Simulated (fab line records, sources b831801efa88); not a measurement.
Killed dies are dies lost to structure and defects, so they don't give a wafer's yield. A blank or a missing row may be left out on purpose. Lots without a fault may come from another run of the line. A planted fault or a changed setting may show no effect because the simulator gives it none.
A struck lot beside a sound one | flow sky130 | 15 steps out of a route of 708
Sound: wafers L141.1, L141.4, L141.6. Struck: wafers L155.2, L155.4, L155.6. The cause comes at the end.
At each step with rows: each side's tool, then ch and its chambers, then its first start. Under that, the readings that differ: sound wafers | struck wafers | difference of the means | sigmas: that difference in standard deviations of wafers without a fault.
alike: readings whose means differ by less than 2 such deviations, and words and numbers that are the same on both sides. not compared: withheld readings, readings that some wafer has no value for, bounds like >300 that may hide the same value, and numbers for which the record gives no deviation and whose values overlap.
The two part at a step that has a row with sigmas, a row that says differs or no value, or rows on one side only. Numbers that don't overlap but have no deviation are shown without sigmas and don't part them. A reading that every wafer of one side lacks parts them only if that side has two wafers or more.

SKY_METAL4_METAL_ETCH_18: etches the open film in Cl2/BCl3, stops on SiO2, target depth 845 nm, time 183.1 s.
  sound on rie_metal-02 ch 0,1, day 41 07:55; struck on rie_metal-04 ch 0, day 45 09:55
  reading                     | sound       | struck      | difference | sigmas
  drypump_motor_current_A (A) | 5.1 5.3 5.1 | 6.1 6.1 6.1 | +0.9       | +2
  alike: chamber_pressure_mTorr, oes_product_au, throttle_valve_pct
  not compared: rf_hours_counter_h
SKY_METAL4_STRIP_19: strips in O2/N2.
  sound on plasma_asher-01 ch 0,1, day 41 08:05; struck on plasma_asher-01 ch 0, day 45 10:05
  reading                      | sound          | struck         | difference | sigmas
  strip_time_to_endpoint_s (s) | 6.55 6.58 6.59 | 6.30 6.33 6.33 | -0.25      | -2
  alike: chamber_pressure_mTorr, drypump_motor_current_A, oes_product_au
  not compared: rf_hours_counter_h
then, 4 steps without rows for these wafers: SKY_METAL4_STRIP_20 (strips in post etch residue remover, time 1200 s); SKY_METAL4_CLEAN_21 (cleans in IPA, time 180 s); SKY_METAL4_CLEAN_22 (cleans in O3/DIW); SKY_VIA4_HDPCVD_00 (deposits SiO2, target thk 1750 nm, time 291.7 s).
SKY_VIA4_THK_MEAS_01:
  sound on film_metro-01, day 41 08:52; struck on film_metro-01, day 45 10:53
  alike: VIA4_HDPCVD_THK
SKY_VIA4_CMP_02: polishes SiO2.
  sound on cmp-02 ch 1,2,3, day 41 12:44; struck on cmp-01 ch 1,3, day 45 10:56
  alike: motor_current_A
SKY_VIA4_BOW_MEAS_03:
  sound on film_metro-04, day 41 12:56; struck on film_metro-02, day 45 11:15
  alike: VIA4_BOW
then, 3 steps without rows for these wafers: SKY_VIA4_DEHYDRATE_04 (time 60 s); SKY_VIA4_HMDS_05 (prime time 60 s); SKY_VIA4_COAT_06 (resist thk 1140 nm).
SKY_VIA4_SOFTBAKE_07: time 60 s.
  sound on litho_track-04 ch 0, day 42 01:05; struck on litho_track-04 ch 0, day 45 21:39
  reading          | sound             | struck            | difference | sigmas
  run_length_s (s) | 89.35 89.23 89.29 | 95.44 95.77 95.53 | +6.29      | +48
  alike: exhaust_pa, resist_line_temp_C
then, 1 step without rows for these wafers: SKY_VIA4_EXPOSE_08 (exposes mask VIM4, target cd 800 nm).
-- the record jumps here: 3 days lie between the struck wafers' starts before and after (it left off in module VIA4 and takes up again in module PAD_OPEN, whose first step shown is number 708 of the route) --
SKY_PAD_OPEN_PROBE_99:
  sound on prober-01, day 45 11:46; struck on prober-01, day 49 00:41
  alike: defect_limited_yield, killed_at_M0_to_M3, killed_at_M4_up, killed_at_contacts, killed_at_front_end, killed_at_other, killed_dies, killed_open, killed_short, sort_bin_3_pad_short, sort_bin_5_function, sort_bin_6_memory, sort_n_pass, sort_yield_pct

WHERE THEY PART
First at SKY_METAL4_METAL_ETCH_18; last, within this record, at SKY_VIA4_SOFTBAKE_07. Later steps at which nothing parts them and some readings are alike: SKY_PAD_OPEN_PROBE_99.

WHY: what the simulator had put in
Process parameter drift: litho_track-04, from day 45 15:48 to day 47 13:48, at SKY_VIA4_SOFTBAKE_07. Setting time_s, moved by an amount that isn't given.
